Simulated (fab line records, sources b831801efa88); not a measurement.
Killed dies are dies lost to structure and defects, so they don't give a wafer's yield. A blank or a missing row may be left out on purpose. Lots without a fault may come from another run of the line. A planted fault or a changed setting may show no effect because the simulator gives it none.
Chamber matching | flow sfq_line | SFQ_TRILAYER_I4_CMP_CMP_100 on cmp-01: 4 sister chambers
The step polishes SiO2. 16 wafers are shown with their chamber, then 8 later ones without.

WAFERS WITH THEIR CHAMBER
wafer  | chamber | motor_current_A (A) | head_pressure_psi (psi) | time_to_endpoint_s (s)
L422.1 | 2       | 10.0                | 3.003                   | 209
L422.3 | 1       | 10.9                | 2.996                   | 212
L422.6 | 1       | 11.1                | 3.003                   | 217
L423.2 | 0       | 9.5                 | 3.002                   | 204
L423.3 | 1       | 10.7                | 3.005                   | 225
L423.4 | 3       | 9.9                 | 2.993                   | 202
L427.2 | 1       | 10.9                | 3.004                   | 223
L427.1 | 0       | 9.8                 | 3.000                   | 209
L427.6 | 2       | 10.3                | 2.999                   | 222
L430.1 | 2       | 9.6                 | 3.010                   | 218
L430.3 | 1       | 11.3                | 2.999                   | 218
L430.4 | 3       | 9.2                 | 2.985                   | 214
L432.3 | 2       | 9.3                 | 3.003                   | 202
L432.4 | 0       | 10.0                | 2.994                   | 206
L432.5 | 1       | 10.8                | 3.004                   | 211
L435.3 | 1       | 10.7                | 3.005                   | 220

SIGNATURES (means of the wafers above)
reading            | chamber 0 | chamber 1 | chamber 2 | chamber 3 | scatter within a chamber
motor_current_A    | 9.767     | 10.914    | 9.800     | 9.550     | 0.321
head_pressure_psi  | 2.99867   | 3.00229   | 3.00375   | 2.98900   | 0.00409
time_to_endpoint_s | 206.33    | 218.00    | 212.75    | 208.00    | 6.4
Rule: a wafer's distance from a chamber is the root of the sum, over the readings, of the square of ((its reading less the chamber's mean) divided by the reading's scatter). The wafer belongs to the nearest chamber; if the next one is less than 2 further off, it can't be placed. The scatter: the root of (the sum of the squares of (reading less its chamber's mean) over the shown wafers, divided by (wafers less chambers)).

WAFERS WITHOUT THEIR CHAMBER
wafer  | motor_current_A (A) | head_pressure_psi (psi) | time_to_endpoint_s (s)
L435.4 | 9.6                 | 3.006                   | 210
L435.6 | 9.8                 | 2.997                   | 213
L439.3 | 9.9                 | 2.979                   | 199
L439.1 | 9.5                 | 3.003                   | 204
L439.6 | 9.4                 | 2.998                   | 204
L440.1 | 10.0                | 2.999                   | 191
L440.3 | 9.9                 | 2.995                   | 207
L440.5 | 10.3                | 3.002                   | 211

WHICH CHAMBER EACH WENT THROUGH
wafer  | from the rows above          | in truth
L435.4 | can't be placed: 2 or 0      | 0
L435.6 | can't be placed: 0 or 2 or 3 | 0
L439.3 | can't be placed: 3 or 0      | 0
L439.1 | can't be placed: 0 or 2      | 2
L439.6 | can't be placed: 0 or 2 or 3 | 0
L440.1 | can't be placed: 0 or 2 or 3 | 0
L440.3 | can't be placed: 0 or 3 or 2 | 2
L440.5 | can't be placed: 2 or 0 or 1 | 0
Placed correctly: 0 of 8. Can't be placed from these rows: 8 (the true chamber is among the candidates in 8). Placed wrongly: 0.
